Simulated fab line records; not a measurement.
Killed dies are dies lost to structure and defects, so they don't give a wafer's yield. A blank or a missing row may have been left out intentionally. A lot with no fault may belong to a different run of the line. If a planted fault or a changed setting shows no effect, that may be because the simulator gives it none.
One fault through the eyes of 2 desks :: flow gf180mcu :: each desk has only its own numbers; what lay behind them comes last

AT THE METROLOGY DESK
Means of the sampled wafers that have a number, per lot and without regard to the tool the lot ran on: this is what the gauges read. Marked OUT: a lot whose mean sits more than 4 standard deviations from the usual mean, which makes it out of limits; the brackets give that distance.
Columns: A = V5_W_RS at GF_V5_RS_MEAS_24, usual 0.326 ohm/sq; B = V5_W_THK at GF_V5_THK_MEAS_25, usual 348 nm; C = TOP_METAL_ALCU_RS at GF_TOP_METAL_RS_MEAS_05, usual 0.0328 ohm/sq; D = TOP_METAL_ALCU_THK at GF_TOP_METAL_THK_MEAS_06, usual 893 nm; E = cdNm at GF_TOP_METAL_CD_MEAS_14, usual 440.6 nm; F = TOP_METAL_OVL at GF_TOP_METAL_OVL_MEAS_15, usual -1.9 nm
lot: L317
first seen here: day 27 22:16
A: 0.327
B: 349
C: 0.0330
D: 887
E: 435.5
F: -2.4

lot: L322
first seen here: day 29 20:01
A: 0.324
B: 351
C: 0.0323
D: 905
E: 437.9
F: -2.1

lot: L329
first seen here: day 32 00:32
A: 0.317
B: 351
C: 0.0331
D: 882
E: 444.1
F: -3.1

lot: L331
first seen here: day 32 09:36
A: 0.321
B: 353
C: 0.0331
D: 884
E: 438.8
F: -1.4

lot: L332
first seen here: day 32 14:49
A: 0.327
B: 347
C: 0.0329
D: 891
E: 441.5
F: -3.5

lot: L334
first seen here: day 32 21:31
A: 0.324
B: 350
C: 0.0335
D: 870
E: 443.3
F: -1.3
Result from this desk: across the 6 lots, nothing is out of limits.

THE TOOL OWNER'S DESK: pvdSputter-03
At GF_TOP_METAL_SPUTTER_04 (material TiN, target thk 25 nm, time 20.8 s) the tool's own readings: per lot run on this tool, the mean of the sampled wafers that have a number. Marked OUT: a lot whose mean sits more than 4 standard deviations from the usual mean, which makes it out of limits; the brackets give that distance.
Columns: A = cathodeDcPowerW at GF_TOP_METAL_SPUTTER_04, usual 6500.1 W; B = throttleValvePct at GF_TOP_METAL_SPUTTER_04, usual 29.9 %
lot: L317
first seen here: day 27 22:55
A: 6499.1
B: 29.9

lot: L329
first seen here: day 32 01:12
A: 6500.5
B: 30.1

lot: L331
first seen here: day 32 10:16
A: 6499.9
B: 30.0
Result from this desk: across the 3 lots, nothing is out of limits.

TAKEN TOGETHER
At the metrology desk, nothing out of limits was observed.
The desk of the tool owner found nothing out of limits.

WHAT THE SIMULATOR HAD PUT IN
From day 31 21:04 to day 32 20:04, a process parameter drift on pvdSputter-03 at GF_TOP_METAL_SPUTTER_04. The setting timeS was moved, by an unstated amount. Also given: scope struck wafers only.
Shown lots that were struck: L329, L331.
